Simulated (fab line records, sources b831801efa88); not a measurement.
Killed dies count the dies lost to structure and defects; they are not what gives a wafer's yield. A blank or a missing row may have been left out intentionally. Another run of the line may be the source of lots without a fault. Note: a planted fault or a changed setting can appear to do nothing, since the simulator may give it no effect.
Which tool did it? | flow sky130 | 15 lots with 43 wafers sampled at 5 steps, on a route of 708 steps

WHAT EACH GAUGE READ, for each wafer
SKY_VT_ADJUST_LVTN_TW_MEAS_10.
lot  | measured     | on            | VT_ADJUST_LVTN_TW
L413 | day 7 22:23  | film-metro-01 | 243.8 243.2 242.2
L412 | day 7 22:38  | film-metro-01 | 243.1 242.7 243.7
L415 | day 8 14:42  | film-metro-01 | 243.8 243.1 243.6
L414 | day 8 17:44  | film-metro-02 | 241.1 241.4 240.8
L416 | day 9 05:35  | film-metro-02 | 240.4 240.5 239.9
L417 | day 9 05:32  | film-metro-04 | 244.3 245.5 244.4
L418 | day 9 17:14  | film-metro-02 | 240.5 240.4 240.4
L419 | day 9 18:14  | film-metro-01 | 244.5 245.6 245.7
L421 | day 10 00:04 | film-metro-02 | 241.8 240.4 241.8
L420 | day 10 02:36 | film-metro-02 | 241.3 241.4 240.8
L427 | day 10 23:35 | film-metro-04 | 247.6 247.0
L428 | day 11 08:42 | film-metro-01 | 242.6 243.6 244.3
L429 | day 11 19:07 | film-metro-04 | 246.8 245.3
L430 | day 12 00:50 | film-metro-01 | 243.3 244.3 245.7
L435 | day 13 07:02 | film-metro-01 | 244.3 242.4 244.2

SKY_VT_ADJUST_HVTR_CD_MEAS_07: the cd target is 380 nm.
lot  | measured     | on        | cd-nm (nm)
L413 | day 10 15:18 | cd-sem-01 | 381.6 381.6 379.6
L412 | day 10 16:15 | cd-sem-01 | 381.0 380.9 382.3
L415 | day 11 09:43 | cd-sem-02 | 377.3 379.5 376.6
L414 | day 11 12:21 | cd-sem-02 | 375.2 374.4 374.8
L416 | day 12 01:44 | cd-sem-01 | 378.3 381.8 377.9
L417 | day 12 01:08 | cd-sem-02 | 375.2 373.7 373.3
L418 | day 12 14:03 | cd-sem-02 | 377.1 375.7 375.2
L419 | day 12 14:23 | cd-sem-02 | 384.5 383.2 381.9
L421 | day 12 22:29 | cd-sem-01 | 378.0 381.0 379.8
L420 | day 13 01:31 | cd-sem-01 | 382.5 381.8 382.9
L427 | day 14 01:20 | cd-sem-02 | 379.4 379.3
L428 | day 14 12:22 | cd-sem-02 | 381.5 381.2 383.4
L429 | day 14 23:15 | cd-sem-01 | 380.1 381.8
L430 | day 15 04:29 | cd-sem-01 | 379.0 378.9 379.5
L435 | day 16 15:27 | cd-sem-01 | 383.3 381.6 380.9

TOOL THAT RAN EACH LOT (tool first, then ch and the chambers of the sampled wafers, then the start)
lot  | SKY_NWELL_COAT_05                | SKY_NWELL_STRIP_14                   | SKY_VT_ADJUST_HVTP_STRIP_10
L413 | litho-track-01 ch 0, day 5 01:48 | plasma-asher-01 ch 0,1, day 5 10:41  | plasma-asher-03 ch 1, day 7 01:15
L412 | litho-track-01 ch 0, day 5 02:27 | plasma-asher-03 ch 0,1, day 5 11:23  | plasma-asher-04 ch 0, day 7 02:09
L415 | litho-track-01 ch 0, day 5 15:41 | plasma-asher-03 ch 0,1, day 6 01:17  | plasma-asher-03 ch 0,1, day 7 17:45
L414 | litho-track-03 ch 0, day 5 16:18 | plasma-asher-03 ch 1, day 6 02:17    | plasma-asher-02 ch 0,1, day 7 19:48
L416 | litho-track-04 ch 0, day 6 03:03 | plasma-asher-03 ch 0,1, day 6 13:32  | plasma-asher-03 ch 0,1, day 8 07:28
L417 | litho-track-01 ch 0, day 6 03:03 | plasma-asher-01 ch 0,1, day 6 13:50  | plasma-asher-02 ch 0,1, day 8 08:06
L418 | litho-track-03 ch 0, day 6 14:39 | plasma-asher-03 ch 0,1, day 7 00:50  | plasma-asher-03 ch 0,1, day 8 19:36
L419 | litho-track-04 ch 0, day 6 14:39 | plasma-asher-01 ch 0, day 7 01:11    | plasma-asher-02 ch 0,1, day 8 19:39
L421 | litho-track-04 ch 0, day 6 21:06 | plasma-asher-04 ch 0,1, day 7 08:04  | plasma-asher-02 ch 0,1, day 9 02:11
L420 | litho-track-01 ch 0, day 6 22:20 | plasma-asher-03 ch 0,1, day 7 08:56  | plasma-asher-04 ch 0,1, day 9 04:10
L427 | litho-track-01 ch 0, day 7 17:51 | plasma-asher-04 ch 0,1, day 8 04:36  | plasma-asher-03 ch 0,1, day 10 00:41
L428 | litho-track-01 ch 0, day 8 02:08 | plasma-asher-03 ch 0,1, day 8 13:38  | plasma-asher-04 ch 0, day 10 09:06
L429 | litho-track-01 ch 0, day 8 11:38 | plasma-asher-01 ch 0,1, day 8 22:16  | plasma-asher-02 ch 0, day 10 19:32
L430 | litho-track-03 ch 0, day 8 15:59 | plasma-asher-04 ch 0,1, day 9 03:44  | plasma-asher-04 ch 1, day 11 01:27
L435 | litho-track-03 ch 0, day 9 18:20 | plasma-asher-04 ch 0,1, day 10 06:41 | plasma-asher-04 ch 0,1, day 12 05:49
- SKY_NWELL_COAT_05: resist thk 3000 nm.
- SKY_NWELL_STRIP_14: strips in O2/N2.
- SKY_VT_ADJUST_HVTP_STRIP_10: strips in O2/N2.

AS READ BY THE TOOLS THEMSELVES (means over the sampled wafers that have a number; for cases with no such wafer, the mark the record gives instead)
SKY_NWELL_STRIP_14.
lot  | tool            | drypump-motor-current-A (A) | o2-flow-sccm (sccm) | oes-product-au (a.u.) | strip-time-to-endpoint-s (s)
L413 | plasma-asher-01 | 5.9                         | 2998                | 0.718                 | 36.95
L412 | plasma-asher-03 | 5.8                         | 2994                | 0.725                 | 37.14
L415 | plasma-asher-03 | 6.0                         | 2997                | 0.725                 | 37.12
L414 | plasma-asher-03 | 5.6                         | 3005                | 0.722                 | 36.91
L416 | plasma-asher-03 | 5.8                         | 3002                | 0.723                 | 36.82
L417 | plasma-asher-01 | 5.9                         | 2999                | 0.721                 | 37.05
L418 | plasma-asher-03 | 6.0                         | 3002                | 0.722                 | 36.92
L419 | plasma-asher-01 | 5.3                         | 2988                | 0.724                 | 36.94
L421 | plasma-asher-04 | 5.5                         | 2996                | 0.726                 | 36.89
L420 | plasma-asher-03 | 5.8                         | 3005                | 0.720                 | 37.14
L427 | plasma-asher-04 | 5.6                         | 2993                | 0.722                 | 27.70
L428 | plasma-asher-03 | 5.8                         | 3010                | 0.717                 | 24.47
L429 | plasma-asher-01 | 5.8                         | 2998                | 0.715                 | 27.55
L430 | plasma-asher-04 | 5.5                         | 2989                | 0.723                 | 36.85
L435 | plasma-asher-04 | 5.5                         | 2992                | 0.719                 | 36.85

SKY_VT_ADJUST_HVTP_STRIP_10.
lot  | tool            | drypump-motor-current-A (A) | o2-flow-sccm (sccm) | oes-product-au (a.u.) | strip-time-to-endpoint-s (s)
L413 | plasma-asher-03 | 5.6                         | 3004                | 0.716                 | 14.21
L412 | plasma-asher-04 | 5.2                         | 3000                | 0.713                 | 14.23
L415 | plasma-asher-03 | 6.0                         | 2997                | 0.714                 | 14.16
L414 | plasma-asher-02 | 5.2                         | 3000                | 0.718                 | 14.15
L416 | plasma-asher-03 | 5.9                         | 3011                | 0.720                 | 14.16
L417 | plasma-asher-02 | 5.5                         | 2999                | 0.713                 | 14.16
L418 | plasma-asher-03 | 5.9                         | 2996                | 0.717                 | 14.24
L419 | plasma-asher-02 | 5.1                         | 3004                | 0.716                 | 14.11
L421 | plasma-asher-02 | 5.5                         | 3000                | 0.719                 | 14.22
L420 | plasma-asher-04 | 5.7                         | 3004                | 0.718                 | 14.20
L427 | plasma-asher-03 | 5.9                         | 3004                | 0.714                 | 14.12
L428 | plasma-asher-04 | 5.2                         | 2993                | 0.715                 | 14.16
L429 | plasma-asher-02 | 4.8                         | 2990                | 0.716                 | 14.18
L430 | plasma-asher-04 | 6.0                         | 3001                | 0.717                 | 14.15
L435 | plasma-asher-04 | 5.7                         | 3004                | 0.717                 | 14.17

THE ANSWER, worked out from the rows above alone
Rule: usual is defined by the lots themselves. Put in order of their means at a reading, lots are off if they are a third of the lots or fewer, leave a main group of 4 or more, and stand apart from it by a gap of 3 or more times the standard deviation of the main group's means; of several such gaps the widest counts. Not used: any main group whose means are identical at the precision the tables above print for the reading. A lot without any number at a reading at which 4 lots or more have one is off too. Any other lot the step has rows for is counted as sound. Order of review: gauges by route order, followed by the tools' own readings, for which a lot's mean as printed above is used. The first step at which some lot is off is used, and at that step the reading that is off furthest; a lot without a number counts as furthest.
Off: L427, L428, L429, at SKY_NWELL_STRIP_14 (strip-time-to-endpoint-s). The main group: mean 36.97 s, standard deviation 0.11.
If a tool, at that step or one of the process steps before it, ran each lot that is off and ran no sound lot following the first of them, it fits. One fits: SKY_NWELL_COAT_05 on litho-track-01. Its last sound lot is L420 (day 6 22:20), its first lot that is off L427 (day 7 17:51): a fault that began between those two fits.

WHAT THE SIMULATOR HAD INSERTED
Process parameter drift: litho-track-01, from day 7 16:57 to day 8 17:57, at SKY_NWELL_COAT_05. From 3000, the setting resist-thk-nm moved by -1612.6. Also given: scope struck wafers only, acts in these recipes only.
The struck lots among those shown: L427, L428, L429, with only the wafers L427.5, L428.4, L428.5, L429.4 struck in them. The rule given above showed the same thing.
